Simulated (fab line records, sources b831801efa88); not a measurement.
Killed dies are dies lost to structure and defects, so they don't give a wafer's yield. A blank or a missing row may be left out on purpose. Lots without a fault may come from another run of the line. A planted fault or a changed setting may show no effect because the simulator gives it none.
A struck lot beside a sound one | flow sky130 | 16 steps out of a route of 708
Sound: wafers L227.1, L227.2, L227.6. Struck: wafers L229.2, L229.3, L229.6. The cause comes at the end.
At each step with rows: each side's tool, then ch and its chambers, then its first start. Under that, the readings that differ: sound wafers | struck wafers | difference of the means | sigmas: that difference in standard deviations of wafers without a fault.
alike: readings whose means differ by less than 2 such deviations, and words and numbers that are the same on both sides. not compared: withheld readings, readings that some wafer has no value for, bounds like >300 that may hide the same value, and numbers for which the record gives no deviation and whose values overlap.
The two part at a step that has a row with sigmas, a row that says differs or no value, or rows on one side only. Numbers that don't overlap but have no deviation are shown without sigmas and don't part them. A reading that every wafer of one side lacks parts them only if that side has two wafers or more.

SKY_LI_CONTACT_BOW_MEAS_03:
  sound on film_metro-04, day 28 22:26; struck on film_metro-02, day 29 08:25
  alike: LI_CONTACT_BOW
then, 8 steps without rows for these wafers: SKY_LI_CONTACT_DEHYDRATE_04 (time 60 s); SKY_LI_CONTACT_HMDS_05 (prime time 60 s); SKY_LI_CONTACT_COAT_06 (resist thk 60 nm); SKY_LI_CONTACT_COAT_07 (resist thk 450 nm); SKY_LI_CONTACT_SOFTBAKE_08 (time 90 s); SKY_LI_CONTACT_EXPOSE_09 (exposes mask LICM1, target cd 170 nm); SKY_LI_CONTACT_PEB_10; SKY_LI_CONTACT_DEVELOP_11 (develop time 60 s).
SKY_LI_CONTACT_CD_MEAS_12: target cd 170 nm.
  sound on cd_sem-01, day 30 02:23; struck on cd_sem-01, day 30 14:01
  alike: cd_nm
SKY_LI_CONTACT_OVL_MEAS_13:
  sound on overlay-02, day 30 02:31; struck on overlay-02, day 30 14:07
  alike: LI_CONTACT_OVL
SKY_LI_CONTACT_ETCH_14: etches BARC in N2/H2, stops on SiO2, time 45.9 s, target depth 60 nm.
  sound on rie_diel-02 ch 1,2, day 30 02:33; struck on rie_diel-01 ch 0,2,3, day 30 14:09
  alike: bias_w, chamber_pressure_mTorr, drypump_motor_current_A, oes_product_au, throttle_valve_pct
  not compared: rf_hours_counter_h
SKY_LI_CONTACT_ETCH_15: etches PSG in C4F8/O2/Ar, stops on Si, target depth 600 nm.
  sound on rie_diel-02 ch 1,2, day 30 02:35; struck on rie_diel-01 ch 0,2,3, day 30 14:11
  no value came back on the struck wafers for bias_w (W), chamber_pressure_mTorr (mTorr), oes_product_au (a.u.); on the sound wafers bias_w (W) reads 1202 1201 1200
  reading                                           | sound             | struck          | difference | sigmas
  model.KrF-thick_of_LI_CONTACT_COAT_07.thk_nm (nm) | 230.5 230.4 230.4 | 394.6 395.5 395 | +164.6     |
SKY_LI_CONTACT_STRIP_16: strips in O2/N2.
  sound on plasma_asher-03 ch 0,1, day 30 02:41; struck on plasma_asher-03 ch 0,1, day 30 14:17
  reading                      | sound             | struck            | difference | sigmas
  oes_product_au (a.u.)        | 0.372 0.366 0.368 | 0.451 0.446 0.444 | +0.078     | +16
  strip_time_to_endpoint_s (s) | 3.49 3.48 3.49    | 5.23 5.23 5.20    | +1.73      | +56
  alike: drypump_motor_current_A, o2_flow_sccm
  not compared: rf_hours_counter_h
then, 1 step without rows for these wafers: SKY_LI_CONTACT_CLEAN_17 (cleans in NMP, time 600 s).
-- the record jumps here: 16 days lie between the struck wafers' starts before and after (it left off in module LI_CONTACT and takes up again in module PAD_OPEN, whose first step shown is number 708 of the route) --
SKY_PAD_OPEN_PROBE_99:
  the record has rows for the struck wafers here (prober-01, day 46 17:13) and none for the sound ones

WHERE THEY PART
First at SKY_LI_CONTACT_ETCH_15; last, within this record, at SKY_PAD_OPEN_PROBE_99.

WHY: what the simulator had put in
Skipped step whole: rie_diel-01, from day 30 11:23 on, at SKY_LI_CONTACT_ETCH_15. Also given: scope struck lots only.
